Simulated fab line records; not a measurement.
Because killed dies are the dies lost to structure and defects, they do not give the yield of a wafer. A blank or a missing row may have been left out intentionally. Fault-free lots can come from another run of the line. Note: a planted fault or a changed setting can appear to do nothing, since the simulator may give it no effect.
A sampling plan put to the test | flow sfq line | each of the 27 faults these records tell of, on one fab line, judged from the records of the lots it struck
The line's own looks make up the plan; these are the steps of the route where a gauge or inspection reads the wafer and leaves it unchanged. Where struck wafers have a number at a look and the file lists that look's usual mean and standard deviation on fault-free wafers, the look can be judged. Caught: 4 or more of those standard deviations (sigma) separate the usual mean from the mean of the struck wafers at a look after the fault's first step. On the tool: here the same test is run on the tool's own readings at the fault's steps. Caught also covers a different recipe on the struck wafers, or a record left blank for those wafers only.

THE FAULTS, as the simulator had put them in
1. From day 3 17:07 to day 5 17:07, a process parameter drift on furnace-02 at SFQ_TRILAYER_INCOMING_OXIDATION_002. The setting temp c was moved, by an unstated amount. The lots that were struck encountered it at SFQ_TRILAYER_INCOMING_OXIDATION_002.
2. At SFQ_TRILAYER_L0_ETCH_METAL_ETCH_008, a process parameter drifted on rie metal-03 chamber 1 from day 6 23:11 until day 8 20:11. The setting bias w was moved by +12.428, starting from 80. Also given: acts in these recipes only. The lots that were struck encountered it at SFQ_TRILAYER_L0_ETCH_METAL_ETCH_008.
3. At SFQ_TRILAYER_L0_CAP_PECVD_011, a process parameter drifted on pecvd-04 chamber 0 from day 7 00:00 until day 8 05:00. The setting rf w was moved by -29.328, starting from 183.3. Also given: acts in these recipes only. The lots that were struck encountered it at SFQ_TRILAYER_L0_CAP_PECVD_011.
4. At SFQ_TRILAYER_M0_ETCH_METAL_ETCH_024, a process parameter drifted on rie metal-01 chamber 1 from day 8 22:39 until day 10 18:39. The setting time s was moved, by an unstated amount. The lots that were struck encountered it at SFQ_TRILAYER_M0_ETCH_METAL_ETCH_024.
5. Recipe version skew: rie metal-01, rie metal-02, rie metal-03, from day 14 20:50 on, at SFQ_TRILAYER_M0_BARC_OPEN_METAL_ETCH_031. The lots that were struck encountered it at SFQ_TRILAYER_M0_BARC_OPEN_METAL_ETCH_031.
6. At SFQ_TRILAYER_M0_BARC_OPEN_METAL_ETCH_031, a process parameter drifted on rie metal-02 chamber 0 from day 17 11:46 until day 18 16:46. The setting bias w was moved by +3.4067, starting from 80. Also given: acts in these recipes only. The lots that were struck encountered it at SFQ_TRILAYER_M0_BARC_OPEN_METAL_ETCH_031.
7. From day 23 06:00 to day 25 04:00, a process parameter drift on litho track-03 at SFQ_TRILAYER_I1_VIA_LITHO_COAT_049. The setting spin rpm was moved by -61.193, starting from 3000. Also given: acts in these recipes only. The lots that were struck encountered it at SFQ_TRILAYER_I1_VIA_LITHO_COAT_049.
8. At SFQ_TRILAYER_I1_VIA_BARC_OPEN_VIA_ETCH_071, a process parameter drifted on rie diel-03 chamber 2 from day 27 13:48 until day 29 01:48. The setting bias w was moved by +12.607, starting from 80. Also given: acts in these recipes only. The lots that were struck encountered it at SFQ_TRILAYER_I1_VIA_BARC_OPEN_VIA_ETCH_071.
9. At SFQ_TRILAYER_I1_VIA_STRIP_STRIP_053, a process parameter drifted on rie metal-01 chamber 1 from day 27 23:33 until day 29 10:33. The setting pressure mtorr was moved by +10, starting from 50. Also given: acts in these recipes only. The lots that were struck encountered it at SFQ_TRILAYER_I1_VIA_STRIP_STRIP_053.
10. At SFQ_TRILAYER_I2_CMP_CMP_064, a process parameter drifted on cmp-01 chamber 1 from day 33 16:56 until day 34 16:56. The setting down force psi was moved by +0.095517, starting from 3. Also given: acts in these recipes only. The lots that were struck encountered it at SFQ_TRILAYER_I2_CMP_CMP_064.
11. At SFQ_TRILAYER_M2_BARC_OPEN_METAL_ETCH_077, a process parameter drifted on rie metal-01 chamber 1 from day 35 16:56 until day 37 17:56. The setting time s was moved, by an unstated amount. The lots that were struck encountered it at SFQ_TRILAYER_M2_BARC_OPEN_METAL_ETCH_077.
12. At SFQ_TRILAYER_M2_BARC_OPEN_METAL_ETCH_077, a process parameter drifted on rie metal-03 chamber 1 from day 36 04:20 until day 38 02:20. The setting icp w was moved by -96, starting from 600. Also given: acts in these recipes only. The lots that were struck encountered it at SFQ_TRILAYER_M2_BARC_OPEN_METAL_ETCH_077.
13. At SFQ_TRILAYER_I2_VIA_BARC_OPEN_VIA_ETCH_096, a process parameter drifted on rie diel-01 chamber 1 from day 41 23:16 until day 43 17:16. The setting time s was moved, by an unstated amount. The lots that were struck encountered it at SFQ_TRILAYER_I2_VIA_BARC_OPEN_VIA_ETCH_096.
14. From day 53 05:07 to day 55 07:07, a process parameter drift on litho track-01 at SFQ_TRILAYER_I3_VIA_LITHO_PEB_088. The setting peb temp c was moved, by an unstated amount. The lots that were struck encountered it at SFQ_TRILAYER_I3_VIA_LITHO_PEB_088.
15. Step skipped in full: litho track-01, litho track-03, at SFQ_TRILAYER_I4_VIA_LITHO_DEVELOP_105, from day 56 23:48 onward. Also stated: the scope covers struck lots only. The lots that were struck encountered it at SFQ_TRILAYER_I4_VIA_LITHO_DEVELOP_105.
16. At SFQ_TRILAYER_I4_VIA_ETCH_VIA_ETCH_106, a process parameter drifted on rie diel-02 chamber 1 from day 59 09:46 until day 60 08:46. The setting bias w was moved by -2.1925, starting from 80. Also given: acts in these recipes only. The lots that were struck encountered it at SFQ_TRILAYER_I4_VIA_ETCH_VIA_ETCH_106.
17. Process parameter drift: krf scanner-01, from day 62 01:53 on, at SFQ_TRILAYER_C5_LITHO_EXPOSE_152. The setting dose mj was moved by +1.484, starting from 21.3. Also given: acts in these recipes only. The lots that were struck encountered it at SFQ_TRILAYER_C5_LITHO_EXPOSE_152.
18. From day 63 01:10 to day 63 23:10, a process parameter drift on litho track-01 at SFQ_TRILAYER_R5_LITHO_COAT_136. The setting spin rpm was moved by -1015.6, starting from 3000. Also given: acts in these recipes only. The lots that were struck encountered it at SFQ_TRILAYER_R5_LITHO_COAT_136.
19. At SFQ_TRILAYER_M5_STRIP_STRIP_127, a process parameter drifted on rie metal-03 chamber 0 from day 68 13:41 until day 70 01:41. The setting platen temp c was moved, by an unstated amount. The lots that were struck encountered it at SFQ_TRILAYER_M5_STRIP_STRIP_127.
20. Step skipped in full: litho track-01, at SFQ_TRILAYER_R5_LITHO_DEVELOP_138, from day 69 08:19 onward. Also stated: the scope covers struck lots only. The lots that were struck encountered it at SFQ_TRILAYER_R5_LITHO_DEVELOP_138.
21. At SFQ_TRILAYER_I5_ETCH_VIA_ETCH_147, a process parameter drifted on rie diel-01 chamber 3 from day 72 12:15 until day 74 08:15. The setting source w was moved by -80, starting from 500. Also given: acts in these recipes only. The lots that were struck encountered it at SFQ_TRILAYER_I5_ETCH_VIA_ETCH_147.
22. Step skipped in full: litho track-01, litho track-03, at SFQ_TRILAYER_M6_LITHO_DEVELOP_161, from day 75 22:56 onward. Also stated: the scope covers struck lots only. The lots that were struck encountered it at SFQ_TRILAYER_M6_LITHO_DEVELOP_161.
23. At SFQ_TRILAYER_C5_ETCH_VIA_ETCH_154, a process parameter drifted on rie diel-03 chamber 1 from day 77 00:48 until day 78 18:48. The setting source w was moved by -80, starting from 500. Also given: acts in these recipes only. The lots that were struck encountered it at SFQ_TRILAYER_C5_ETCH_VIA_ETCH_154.
24. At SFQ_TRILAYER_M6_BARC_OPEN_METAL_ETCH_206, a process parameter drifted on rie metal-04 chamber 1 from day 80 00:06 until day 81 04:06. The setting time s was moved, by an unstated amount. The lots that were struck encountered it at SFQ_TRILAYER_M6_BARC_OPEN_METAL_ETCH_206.
25. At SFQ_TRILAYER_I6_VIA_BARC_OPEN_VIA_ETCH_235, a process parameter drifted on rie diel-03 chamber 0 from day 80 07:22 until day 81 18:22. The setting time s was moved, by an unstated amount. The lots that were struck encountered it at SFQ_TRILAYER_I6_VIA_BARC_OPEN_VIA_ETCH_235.
26. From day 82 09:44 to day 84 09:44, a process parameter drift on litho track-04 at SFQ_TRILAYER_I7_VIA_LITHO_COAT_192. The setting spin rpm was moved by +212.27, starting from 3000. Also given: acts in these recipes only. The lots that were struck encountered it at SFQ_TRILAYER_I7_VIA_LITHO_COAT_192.
27. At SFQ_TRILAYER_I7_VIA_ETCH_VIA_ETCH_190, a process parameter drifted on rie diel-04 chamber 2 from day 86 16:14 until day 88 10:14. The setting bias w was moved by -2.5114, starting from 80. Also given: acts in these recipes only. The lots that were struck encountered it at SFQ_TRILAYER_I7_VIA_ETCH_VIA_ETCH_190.

WHAT THE PLAN SAW
fault | on the tool itself                               | first look that catches it                      | reading, sigma | median hours from its first step to that look | hours from the fault's start to the first struck lot there | judged looks passed uncaught
1     | tube center temp C +99 or beyond sigma           | no look after it can be judged                  | -              | -                                             | -                                                          | 0
2     | bias w +49 sigma                                 | no look after it can be judged                  | -              | -                                             | -                                                          | 0
3     | rf fwd power W -27 sigma                         | no look after it can be judged                  | -              | -                                             | -                                                          | 0
4     | run length s +23 sigma                           | no look after it can be judged                  | -              | -                                             | -                                                          | 0
5     | oes product au +29 sigma                         | no look after it can be judged                  | -              | -                                             | -                                                          | 0
6     | bias w +14 sigma                                 | no look after it can be judged                  | -              | -                                             | -                                                          | 0
7     | spin speed rpm -29 sigma                         | no look after it can be judged                  | -              | -                                             | -                                                          | 0
8     | bias w +48 sigma                                 | no look after it can be judged                  | -              | -                                             | -                                                          | 0
9     | chamber pressure mTorr +99 or beyond sigma       | no look after it can be judged                  | -              | -                                             | -                                                          | 0
10    | head pressure psi +13 sigma                      | no look after it can be judged                  | -              | -                                             | -                                                          | 0
11    | run length s -29 sigma                           | no look after it can be judged                  | -              | -                                             | -                                                          | 0
12    | rf fwd power W -32 sigma                         | no look after it can be judged                  | -              | -                                             | -                                                          | 0
13    | run length s +11 sigma                           | no look after it can be judged                  | -              | -                                             | -                                                          | 0
14    | heater power total W -27 sigma                   | no look after it can be judged                  | -              | -                                             | -                                                          | 0
15    | the tool's record is blank for the struck wafers | no look after it can be judged                  | -              | -                                             | -                                                          | 0
16    | bias w -8.7 sigma                                | none of the 2 looks that can be judged after it | -              | -                                             | -                                                          | 2
17    | exposure dose mJ cm2 +64 sigma                   | no look after it can be judged                  | -              | -                                             | -                                                          | 0
18    | spin speed rpm -99 or beyond sigma               | no look after it can be judged                  | -              | -                                             | -                                                          | 0
19    | platen temp c +4.9 sigma                         | no look after it can be judged                  | -              | -                                             | -                                                          | 0
20    | the tool's record is blank for the struck wafers | no look after it can be judged                  | -              | -                                             | -                                                          | 0
21    | rf fwd power W -53 sigma                         | no look after it can be judged                  | -              | -                                             | -                                                          | 0
22    | the tool's record is blank for the struck wafers | no look after it can be judged                  | -              | -                                             | -                                                          | 0
23    | rf fwd power W -39 sigma                         | not the one look that can be judged after it    | -              | -                                             | -                                                          | 1
24    | oes product au +10 sigma                         | not the one look that can be judged after it    | -              | -                                             | -                                                          | 1
25    | run length s +10 sigma                           | not the one look that can be judged after it    | -              | -                                             | -                                                          | 1
26    | spin speed rpm +99 or beyond sigma               | no look after it can be judged                  | -              | -                                             | -                                                          | 0
27    | bias w -10 sigma                                 | no look after it can be judged                  | -              | -                                             | -                                                          | 0
A dash: the fault is not caught, or the number is missing from these records.

Caught at a look: 0 of 27. Caught on the tool: 27 of 27. By one or the other: 27 of 27.
Caught on the tool alone: faults 1, 2, 3, 4, 5, 6, 7, 8, 9, 10, 11, 12, 13, 14, 15, 16, 17, 18, 19, 20, 21, 22, 23, 24, 25, 26, 27.
